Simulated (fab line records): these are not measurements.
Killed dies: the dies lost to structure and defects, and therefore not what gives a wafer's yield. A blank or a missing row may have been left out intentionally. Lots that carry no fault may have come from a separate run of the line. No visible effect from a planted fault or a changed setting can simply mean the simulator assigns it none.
fab line records	flow gf180mcu
[record] lots = 24	wafers = 72	lastDay = 34
route steps=602 shown POLY_GATE@169 V1@359 V3@434 MIM@514 V5@555
lots with no fault: from the same line, run without faults
startH: the number of hours between the record's first day and the start of the first shown wafer of the lot	waitH: how many hours have passed since the lot's step before this one	" same as the row above	L1.1+2: a row that stands for several wafers	- either no value or no given start	* or withheld: withheld	< > ~ a bound
route shown NAME@n: NAME is a module with steps in the file, n the number in the route of the first one	usual: mean/standard deviation taken from wafers without a fault	same: alike in all rows	chamber/n: place in a boat	sites: readings site by site	_std_site: the values' standard deviation	_edge_site: inner sites' mean taken away from outer sites' mean	radiusMm: how far each site lies from the wafer's centre	mask NAME#n: copy n	behind: the last tool/chamber to shape the wafer	hold: why the lot went on hold/how many hours it stayed there/how the hold came to an end	device: which transistor (n, p or np) failed to switch	end of line: the route-end tests of the same wafers	for a step that has no rows: nothing shown but its recipe	killed: dies lost to structure and defects at the first sort, not the wafer's yield	map: shows each die of a wafer: x if killed, . if not, _ if none is there
set.NAME: the setting that was run; set.NAME@STEP: the one run at that earlier step	model.NAME: the simulator's own value behind a step, which no gauge read
route steps across a sampled set of lots; one table per step, one row per wafer
services: from which hour (startH, from the record's first day; less than 0 if before it) a tool's chamber was out of use, for how many hours, and why
[[steps]]
[step GF_POLY_GATE_ETCH_12]
[recipe] chemistry = N2/H2	targetDepthA = withheld	overetchA = withheld	timeS = withheld	target = BARC	ionEnergyEv = 200	sourceW = 500	biasW = 100	pressureMtorr = 30	n2FlowSccm = 100	h2FlowSccm = 200
[usual] drypumpMotorCurrentA = 5.6/0.52	oesProductAu = 0.735/0.0049	throttleValvePct = 13.214/0.0097
lot.wafer	tool	chamber	startH	waitH	drypumpMotorCurrentA	oesProductAu	throttleValvePct
L074.2	rieDiel-04	0	202.93	0.0	4.7	0.738	13.218
L074.3	"	1	"	"	5.3	0.736	13.219
L074.5	"	0	"	"	4.7	0.740	13.226
L075.1	rieDiel-04	1	210.22	0.0	5.4	0.735	13.209
L075.2	"	2	"	"	6.2	0.736	13.227
L075.3	"	0	"	"	4.7	0.740	13.217
L076.1	rieDiel-01	2	214.71	0.0	5.2	0.733	13.202
L076.3	"	1	"	"	6.0	0.735	13.218
L076.6	"	3	"	"	5.1	0.736	13.226
L077.2	rieDiel-01	1	224.71	0.0	6.1	0.742	13.209
L077.5	"	3	"	"	5.1	0.731	13.228
L077.6	"	2	"	"	5.2	0.734	13.220
L078.2	rieDiel-02	2	227.68	0.0	6.4	0.734	13.208
L078.3	"	3	"	"	5.5	0.735	13.233
L078.6	"	3	"	"	5.5	0.734	13.224
L079.3	rieDiel-04	0	234.56	0.0	4.7	0.728	13.222
L079.5	"	2	"	"	6.3	0.734	13.216
L079.6	"	1	"	"	5.3	0.719	13.209
L080.3	rieDiel-04	3	238.06	0.0	5.3	0.729	13.217
L080.4	"	1	"	"	5.3	0.733	13.201
L080.6	"	2	"	"	6.2	0.727	13.218
L081.3	rieDiel-04	2	243.26	0.0	6.2	0.733	13.191
L081.4	"	1	"	"	5.4	0.742	13.211
L081.6	"	0	"	"	4.7	0.734	13.228
L082.3	rieDiel-02	3	257.52	0.0	5.5	0.739	13.232
L082.4	"	2	"	"	6.4	0.731	13.242
L082.6	"	1	"	"	5.7	0.731	13.217
L083.1	rieDiel-02	0	260.67	0.0	5.9	0.737	13.203
L083.2	"	3	"	"	5.5	0.736	13.225
L083.3	"	2	"	"	6.4	0.741	13.208
L084.1	rieDiel-02	3	265.36	0.0	5.5	0.733	13.231
L084.3	"	2	"	"	6.4	0.745	13.218
L084.4	"	0	"	"	5.9	0.739	13.227
L085.1	rieDiel-02	2	276.42	0.0	6.4	0.735	13.219
L085.5	"	0	"	"	5.9	0.736	13.221
L085.6	"	3	"	"	5.5	0.728	13.210
L086.1	rieDiel-04	3	281.87	0.0	5.3	0.731	13.213
L086.3	"	1	"	"	5.3	0.741	13.208
L086.5	"	3	"	"	5.3	0.749	13.214
L087.2	rieDiel-01	0	290.76	0.0	5.6	0.743	13.210
L087.4	"	1	"	"	6.0	0.728	13.207
L087.5	"	3	"	"	5.1	0.730	13.192
L088.3	rieDiel-02	0	296.73	0.0	5.8	0.735	13.225
L088.4	"	2	"	"	6.4	0.732	13.236
L088.6	"	2	"	"	6.4	0.736	13.213
L089.2	rieDiel-01	0	302.37	0.0	5.6	0.740	13.217
L089.4	"	1	"	"	6.0	0.742	13.217
L089.5	"	0	"	"	5.6	0.748	13.216
L090.1	rieDiel-04	1	309.73	0.0	5.3	0.739	13.209
L090.3	"	3	"	"	5.2	0.741	13.215
L090.4	"	0	"	"	4.7	0.743	13.216
L091.1	rieDiel-04	2	317.11	0.0	6.3	0.740	13.187
L091.4	"	0	"	"	4.7	0.728	13.213
L091.5	"	0	"	"	4.7	0.743	13.209
L092.4	rieDiel-04	2	323.98	0.0	6.2	0.732	13.219
L092.5	"	3	"	"	5.3	0.737	13.206
L092.6	"	2	"	"	6.2	0.735	13.209
L093.2	rieDiel-04	1	335.26	0.0	5.3	0.740	13.222
L093.3	"	3	"	"	5.3	0.743	13.208
L093.6	"	0	"	"	4.7	0.730	13.215
L094.4	rieDiel-01	1	339.08	0.0	6.0	0.733	13.211
L094.5	"	3	"	"	5.1	0.733	13.209
L094.6	"	2	"	"	5.2	0.739	13.203
L095.1	rieDiel-02	1	346.21	0.0	5.6	0.738	13.225
L095.3	"	2	"	"	6.4	0.735	13.210
L095.6	"	0	"	"	5.9	0.727	13.219
L096.1	rieDiel-04	3	353.61	0.0	5.3	0.732	13.203
L096.3	"	0	"	"	4.7	0.738	13.206
L096.4	"	1	"	"	5.4	0.735	13.208
L097.1	rieDiel-02	2	362.08	0.0	6.4	0.736	13.212
L097.2	"	3	"	"	5.5	0.739	13.212
L097.5	"	3	"	"	5.5	0.738	13.216
[step GF_V1_RS_MEAS_24]
[recipe] thkMeasGauge = four-point-probe	reads = W_of_V1_CVD_23+TiN_of_V1_SPUTTER_22+Ti_of_V1_SPUTTER_21
[usual] V1_W_RS = 0.3261/0.0029
lot.wafer	tool	chamber	startH	waitH	V1_W_RS[ohm/sq]
L074.2	filmMetro-04	-	420.95	0.1	0.3303
L074.3	"	-	"	"	0.3248
L074.5	"	-	"	"	0.3261
L075.1	filmMetro-03	-	432.10	0.1	0.3285
L075.2	"	-	"	"	0.3266
L075.3	"	-	"	"	0.3219
L076.1	filmMetro-04	-	435.57	0.1	0.3306
L076.3	"	-	"	"	0.3309
L076.6	"	-	"	"	0.3311
L077.2	filmMetro-02	-	448.23	0.1	0.3226
L077.5	"	-	"	"	0.3271
L077.6	"	-	"	"	0.3249
L078.2	filmMetro-03	-	453.81	0.1	0.3237
L078.3	"	-	"	"	0.3252
L078.6	"	-	"	"	0.3253
L079.3	filmMetro-04	-	464.04	0.1	0.3315
L079.5	"	-	"	"	0.3296
L079.6	"	-	"	"	0.3279
L080.3	filmMetro-04	-	470.98	0.1	0.3284
L080.4	"	-	"	"	0.3260
L080.6	"	-	"	"	0.3262
L081.3	filmMetro-04	-	476.62	0.1	0.3297
L081.4	"	-	"	"	0.3272
L081.6	"	-	"	"	0.3315
L082.3	filmMetro-02	-	491.55	0.1	0.3297
L082.4	"	-	"	"	0.3310
L082.6	"	-	"	"	0.3267
L083.1	filmMetro-03	-	498.81	0.1	0.3262
L083.2	"	-	"	"	0.3262
L083.3	"	-	"	"	0.3265
L084.1	filmMetro-04	-	503.86	0.1	0.3228
L084.3	"	-	"	"	0.3236
L084.4	"	-	"	"	0.3242
L085.1	filmMetro-02	-	516.05	0.1	0.3250
L085.5	"	-	"	"	0.3221
L085.6	"	-	"	"	0.3285
L086.1	filmMetro-03	-	520.03	0.1	0.3230
L086.3	"	-	"	"	0.3214
L086.5	"	-	"	"	0.3258
L087.2	filmMetro-03	-	531.48	0.1	0.3237
L087.4	"	-	"	"	0.3265
L087.5	"	-	"	"	0.3255
L088.3	filmMetro-04	-	539.49	0.1	0.3257
L088.4	"	-	"	"	0.3291
L088.6	"	-	"	"	0.3303
L089.2	filmMetro-02	-	543.54	0.1	0.3318
L089.4	"	-	"	"	0.3312
L089.5	"	-	"	"	0.3273
L090.1	filmMetro-02	-	552.22	0.1	0.3251
L090.3	"	-	"	"	0.3243
L090.4	"	-	"	"	0.3259
L091.1	filmMetro-02	-	561.94	0.1	0.3222
L091.4	"	-	"	"	0.3248
L091.5	"	-	"	"	0.3288
L092.4	filmMetro-03	-	567.10	0.1	0.3281
L092.5	"	-	"	"	0.3217
L092.6	"	-	"	"	0.3274
L093.2	filmMetro-04	-	578.67	0.1	0.3264
L093.3	"	-	"	"	0.3261
L093.6	"	-	"	"	0.3218
L094.4	filmMetro-03	-	583.12	0.1	0.3258
L094.5	"	-	"	"	0.3256
L094.6	"	-	"	"	0.3246
L095.1	filmMetro-02	-	589.26	0.1	0.3236
L095.3	"	-	"	"	0.3219
L095.6	"	-	"	"	0.3255
L096.1	filmMetro-03	-	596.53	0.1	0.3245
L096.3	"	-	"	"	0.3251
L096.4	"	-	"	"	0.3248
L097.1	filmMetro-04	-	605.31	0.1	0.3307
L097.2	"	-	"	"	0.3267
L097.5	"	-	"	"	0.3270
[step GF_V1_CMP_26]
[recipe] stopOn = SiO2	downForcePsi = 3.5	platenRpm = 60	tOverpolishS = 15	targetThkNm = 0	padVelocityMS = 0.94248
[usual] motorCurrentA = 11.1/0.92	overpolishRunS = 14.999/0.0089	timeToEndpointS = 86/3.4
lot.wafer	tool	chamber	startH	waitH	motorCurrentA	overpolishRunS	timeToEndpointS
L074.2	cmp-01	1	421.16	0.1	10.9	15.002	86
L074.3	"	3	"	"	11.9	15.010	90
L074.5	"	0	"	"	10.0	14.990	84
L075.3	cmp-01	1	432.28	0.0	11.0	15.000	85
L075.1	"	3	"	"	11.8	14.999	86
L075.2	"	0	"	"	9.9	14.989	81
L076.1	cmp-01	3	435.85	0.1	11.9	14.981	83
L076.3	"	0	"	"	9.8	15.007	80
L076.6	"	2	"	"	12.6	15.001	79
L077.2	cmp-01	1	448.44	0.1	11.3	14.991	80
L077.6	"	0	"	"	10.0	14.990	83
L077.5	"	1	"	"	10.5	15.012	82
L078.2	cmp-01	0	454.02	0.1	9.8	14.996	84
L078.3	"	2	"	"	12.5	15.002	81
L078.6	"	3	"	"	11.9	15.003	86
L079.3	cmp-01	0	464.18	0.0	9.6	15.001	84
L079.5	"	0	"	"	9.9	15.008	85
L079.6	"	1	"	"	10.6	15.009	86
L080.3	cmp-01	1	471.22	0.1	11.3	14.988	82
L080.4	"	2	"	"	12.2	14.981	85
L080.6	"	3	"	"	11.6	14.992	89
L081.4	cmp-02	0	476.81	0.1	10.5	15.010	89
L081.3	"	1	"	"	11.9	15.004	81
L081.6	"	3	"	"	10.5	14.979	82
L082.3	cmp-01	3	491.69	0.0	11.5	14.986	89
L082.4	"	1	"	"	11.3	15.005	84
L082.6	"	0	"	"	9.6	14.994	83
L083.1	cmp-01	2	499.04	0.1	12.5	15.000	84
L083.2	"	3	"	"	11.6	14.996	88
L083.3	"	0	"	"	9.5	14.988	85
L084.4	cmp-02	1	504.04	0.0	12.0	14.989	86
L084.3	"	2	"	"	10.3	14.993	93
L084.1	"	3	"	"	11.0	14.996	84
L085.1	cmp-02	2	516.28	0.1	10.5	14.987	91
L085.5	"	1	"	"	11.6	15.015	86
L085.6	"	2	"	"	10.4	15.008	91
L086.3	cmp-02	2	520.21	0.0	11.2	14.989	90
L086.1	"	1	"	"	11.6	15.001	85
L086.5	"	3	"	"	10.3	15.007	85
L087.2	cmp-02	0	531.69	0.1	10.5	14.999	87
L087.4	"	1	"	"	12.3	14.995	82
L087.5	"	0	"	"	10.5	14.987	86
L088.3	cmp-01	3	539.63	0.0	12.1	15.007	88
L088.4	"	1	"	"	10.9	14.989	82
L088.6	"	0	"	"	10.0	14.995	85
L089.2	cmp-01	2	543.75	0.1	13.0	15.017	84
L089.4	"	0	"	"	9.6	15.007	82
L089.5	"	2	"	"	12.2	14.996	85
L090.1	cmp-01	3	552.40	0.1	12.4	15.010	90
L090.3	"	1	"	"	10.7	14.995	85
L090.4	"	2	"	"	12.5	15.008	89
L091.4	cmp-01	1	562.12	0.0	10.8	15.002	85
L091.1	"	3	"	"	11.6	15.008	86
L091.5	"	2	"	"	13.0	14.995	85
L092.4	cmp-02	0	567.37	0.2	10.9	15.002	87
L092.5	"	1	"	"	11.3	14.986	90
L092.6	"	2	"	"	11.1	15.002	91
L093.3	cmp-01	1	578.88	0.1	10.5	14.993	85
L093.2	"	3	"	"	11.8	15.004	87
L093.6	"	0	"	"	9.8	14.996	86
L094.4	cmp-01	3	583.29	0.1	12.2	15.010	87
L094.5	"	2	"	"	12.2	14.999	86
L094.6	"	3	"	"	12.0	14.993	91
L095.1	cmp-02	1	589.44	0.1	11.9	14.998	88
L095.3	"	0	"	"	10.3	15.010	89
L095.6	"	1	"	"	10.9	15.003	87
L096.4	cmp-02	3	596.71	0.0	10.6	14.999	84
L096.3	"	0	"	"	10.7	14.989	88
L096.1	"	1	"	"	11.2	14.988	86
L097.1	cmp-02	1	605.49	0.1	11.1	15.000	85
L097.2	"	2	"	"	11.1	14.999	90
L097.5	"	1	"	"	11.8	14.988	82
[step GF_V3_BOW_MEAS_05]
[recipe] mode = bow
[usual] V3_BOW = 114/9.1
lot.wafer	tool	chamber	startH	waitH	V3_BOW[um]
L074.2	filmMetro-04	-	498.44	0.1	113
L074.3	"	-	"	"	111
L074.5	"	-	"	"	104
L075.1	filmMetro-02	-	510.30	0.1	107
L075.2	"	-	"	"	123
L075.3	"	-	"	"	111
L076.1	filmMetro-04	-	514.99	0.3	122
L076.3	"	-	"	"	107
L076.6	"	-	"	"	110
L077.2	filmMetro-03	-	524.76	0.1	118
L077.5	"	-	"	"	117
L077.6	"	-	"	"	112
L078.2	filmMetro-02	-	530.33	0.2	124
L078.3	"	-	"	"	123
L078.6	"	-	"	"	136
L079.3	filmMetro-03	-	541.07	0.1	126
L079.5	"	-	"	"	137
L079.6	"	-	"	"	123
L080.3	filmMetro-03	-	546.81	0.2	122
L080.4	"	-	"	"	118
L080.6	"	-	"	"	115
L081.3	filmMetro-03	-	551.22	0.2	102
L081.4	"	-	"	"	101
L081.6	"	-	"	"	114
L082.3	filmMetro-04	-	566.23	0.3	115
L082.4	"	-	"	"	120
L082.6	"	-	"	"	114
L083.1	filmMetro-03	-	572.46	0.1	120
L083.2	"	-	"	"	133
L083.3	"	-	"	"	102
L084.1	filmMetro-02	-	576.66	0.2	109
L084.3	"	-	"	"	112
L084.4	"	-	"	"	105
L085.1	filmMetro-03	-	587.97	0.1	118
L085.5	"	-	"	"	119
L085.6	"	-	"	"	125
L086.1	filmMetro-04	-	592.26	0.2	122
L086.3	"	-	"	"	112
L086.5	"	-	"	"	122
L087.2	filmMetro-04	-	603.51	0.3	100
L087.4	"	-	"	"	105
L087.5	"	-	"	"	109
L088.3	filmMetro-03	-	610.65	0.1	125
L088.4	"	-	"	"	130
L088.6	"	-	"	"	104
L089.2	filmMetro-02	-	614.04	0.2	115
L089.4	"	-	"	"	107
L089.5	"	-	"	"	101
L090.1	filmMetro-04	-	621.22	0.1	108
L090.3	"	-	"	"	110
L090.4	"	-	"	"	98
L091.1	filmMetro-03	-	630.24	0.2	114
L091.4	"	-	"	"	122
L091.5	"	-	"	"	125
L092.4	filmMetro-04	-	635.12	0.3	112
L092.5	"	-	"	"	94
L092.6	"	-	"	"	101
L093.2	filmMetro-03	-	646.66	0.1	125
L093.3	"	-	"	"	122
L093.6	"	-	"	"	126
L094.4	filmMetro-04	-	650.45	0.2	124
L094.5	"	-	"	"	114
L094.6	"	-	"	"	123
L095.1	filmMetro-02	-	656.63	0.1	118
L095.3	"	-	"	"	115
L095.6	"	-	"	"	117
L096.1	filmMetro-04	-	663.28	0.1	113
L096.3	"	-	"	"	112
L096.4	"	-	"	"	103
L097.1	filmMetro-04	-	670.53	0.1	122
L097.2	"	-	"	"	117
L097.5	"	-	"	"	113
[step GF_MIM_THK_MEAS_11]
[recipe] thkMeasGauge = xrf	reads = AlCu_of_MIM_SPUTTER_08
[usual] MIM_ALCU_THK = 200.8/2.4
lot.wafer	tool	chamber	startH	waitH	MIM_ALCU_THK[nm]
L074.2	filmMetro-04	-	572.43	0.1	198.0
L074.3	"	-	"	"	201.4
L074.5	"	-	"	"	197.1
L075.1	filmMetro-02	-	583.12	0.1	200.3
L075.2	"	-	"	"	197.5
L075.3	"	-	"	"	198.0
L076.1	filmMetro-04	-	587.31	0.1	197.6
L076.3	"	-	"	"	196.9
L076.6	"	-	"	"	198.2
L077.2	filmMetro-02	-	596.57	0.1	201.6
L077.5	"	-	"	"	198.5
L077.6	"	-	"	"	200.6
L078.2	filmMetro-01	-	601.73	0.1	200.3
L078.3	"	-	"	"	201.6
L078.6	"	-	"	"	202.2
L079.3	filmMetro-01	-	610.67	0.1	197.6
L079.5	"	-	"	"	200.6
L079.6	"	-	"	"	197.8
L080.3	filmMetro-02	-	617.18	0.1	199.9
L080.4	"	-	"	"	201.4
L080.6	"	-	"	"	200.0
L081.3	filmMetro-01	-	620.97	0.1	200.8
L081.4	"	-	"	"	200.4
L081.6	"	-	"	"	200.5
L082.3	filmMetro-02	-	634.43	0.1	202.2
L082.4	"	-	"	"	205.0
L082.6	"	-	"	"	205.2
L083.1	filmMetro-02	-	640.22	0.1	203.0
L083.2	"	-	"	"	206.0
L083.3	"	-	"	"	203.3
L084.1	filmMetro-02	-	644.46	0.1	205.7
L084.3	"	-	"	"	202.4
L084.4	"	-	"	"	206.1
L085.1	filmMetro-04	-	655.07	0.1	198.4
L085.5	"	-	"	"	200.2
L085.6	"	-	"	"	199.6
L086.1	filmMetro-04	-	659.15	0.1	201.4
L086.3	"	-	"	"	200.7
L086.5	"	-	"	"	201.9
L087.2	filmMetro-01	-	669.82	0.1	199.4
L087.4	"	-	"	"	198.1
L087.5	"	-	"	"	202.1
L088.3	filmMetro-04	-	675.93	0.1	201.7
L088.4	"	-	"	"	202.1
L088.6	"	-	"	"	202.7
L089.2	filmMetro-01	-	678.84	0.1	203.6
L089.4	"	-	"	"	202.0
L089.5	"	-	"	"	205.0
L090.1	filmMetro-01	-	685.68	0.1	200.0
L090.3	"	-	"	"	203.2
L090.4	"	-	"	"	202.5
L091.1	filmMetro-04	-	694.25	0.1	198.2
L091.4	"	-	"	"	201.2
L091.5	"	-	"	"	199.4
L092.4	filmMetro-04	-	697.91	0.1	199.8
L092.5	"	-	"	"	199.0
L092.6	"	-	"	"	200.7
L093.2	filmMetro-02	-	709.19	0.1	206.1
L093.3	"	-	"	"	205.6
L093.6	"	-	"	"	205.1
L094.4	filmMetro-04	-	712.85	0.1	202.5
L094.5	"	-	"	"	200.4
L094.6	"	-	"	"	201.4
L095.1	filmMetro-01	-	717.92	0.1	198.3
L095.3	"	-	"	"	197.7
L095.6	"	-	"	"	196.0
L096.1	filmMetro-04	-	724.42	0.1	200.3
L096.3	"	-	"	"	199.9
L096.4	"	-	"	"	199.7
L097.1	filmMetro-01	-	731.40	0.1	198.4
L097.2	"	-	"	"	200.2
L097.5	"	-	"	"	201.4
[step GF_V5_OVL_MEAS_15]
[usual] V5_OVL = 0/4.5
lot.wafer	tool	chamber	startH	waitH	V5_OVL[nm]
L074.2	overlay-02	-	637.22	0.1	-3
L074.3	"	-	"	"	5
L074.5	"	-	"	"	2
L075.1	overlay-02	-	647.13	0.1	0
L075.2	"	-	"	"	-3
L075.3	"	-	"	"	0
L076.1	overlay-01	-	650.37	0.1	0
L076.3	"	-	"	"	-2
L076.6	"	-	"	"	0
L077.2	overlay-02	-	659.09	0.1	7
L077.5	"	-	"	"	6
L077.6	"	-	"	"	-7
L078.2	overlay-01	-	663.67	0.1	-7
L078.3	"	-	"	"	2
L078.6	"	-	"	"	-4
L079.3	overlay-01	-	672.29	0.1	2
L079.5	"	-	"	"	5
L079.6	"	-	"	"	6
L080.3	overlay-02	-	677.70	0.1	0
L080.4	"	-	"	"	4
L080.6	"	-	"	"	-1
L081.3	overlay-01	-	682.79	0.1	9
L081.4	"	-	"	"	2
L081.6	"	-	"	"	0
L082.3	overlay-01	-	693.44	0.1	-2
L082.4	"	-	"	"	2
L082.6	"	-	"	"	2
L083.1	overlay-02	-	699.47	0.1	3
L083.2	"	-	"	"	6
L083.3	"	-	"	"	1
L084.1	overlay-01	-	704.98	0.1	5
L084.3	"	-	"	"	-3
L084.4	"	-	"	"	0
L085.1	overlay-02	-	713.82	0.1	0
L085.5	"	-	"	"	4
L085.6	"	-	"	"	0
L086.1	overlay-02	-	716.97	0.1	-7
L086.3	"	-	"	"	-4
L086.5	"	-	"	"	-3
L087.2	overlay-02	-	728.37	0.1	-3
L087.4	"	-	"	"	-2
L087.5	"	-	"	"	-2
L088.3	overlay-02	-	733.25	0.1	9
L088.4	"	-	"	"	2
L088.6	"	-	"	"	4
L089.2	overlay-01	-	735.67	0.1	-7
L089.4	"	-	"	"	-1
L089.5	"	-	"	"	-3
L090.1	overlay-02	-	741.84	0.1	6
L090.3	"	-	"	"	6
L090.4	"	-	"	"	-2
L091.1	overlay-01	-	749.93	0.1	0
L091.4	"	-	"	"	0
L091.5	"	-	"	"	0
L092.4	overlay-01	-	751.44	0.1	-5
L092.5	"	-	"	"	0
L092.6	"	-	"	"	2
L093.2	overlay-02	-	763.34	0.1	-2
L093.3	"	-	"	"	8
L093.6	"	-	"	"	5
L094.4	overlay-02	-	765.10	0.1	-3
L094.5	"	-	"	"	2
L094.6	"	-	"	"	-5
L095.1	overlay-01	-	770.67	0.1	9
L095.3	"	-	"	"	9
L095.6	"	-	"	"	16
L096.1	overlay-01	-	775.77	0.1	1
L096.3	"	-	"	"	-4
L096.4	"	-	"	"	2
L097.1	overlay-01	-	781.39	0.1	0
L097.2	"	-	"	"	4
L097.5	"	-	"	"	-2
[[services]]
tool	chamber	startH	hours	kind
rieDiel-04	2	184.92	15.4	repair
cmp-01	-	208.48	0.3	repair
cmp-01	-	232.28	4.0	pm
cmp-02	-	253.21	2.6	pm
rieDiel-04	1	282.42	3.9	repair
rieDiel-04	3	294.72	2.8	repair
cmp-02	-	305.16	1.8	repair
cmp-02	-	367.45	0.3	repair
cmp-01	-	376.26	18.0	repair
cmp-02	-	395.84	6.0	pm
cmp-02	-	404.00	4.0	pm
cmp-01	-	438.18	3.4	pm
rieDiel-04	3	440.27	1.5	repair
cmp-01	-	458.61	1.6	repair
cmp-01	-	467.61	1.4	repair
cmp-01	-	474.59	0.4	repair
rieDiel-04	2	495.82	6.1	repair
cmp-01	-	501.15	16.3	pm
cmp-01	-	517.41	4.2	pm
cmp-01	-	525.32	0.4	repair
rieDiel-04	1	526.35	4.6	repair
cmp-01	-	542.90	0.3	repair
cmp-01	-	572.28	4.0	pm
rieDiel-04	3	575.38	23.4	repair
[[key]]
fault none
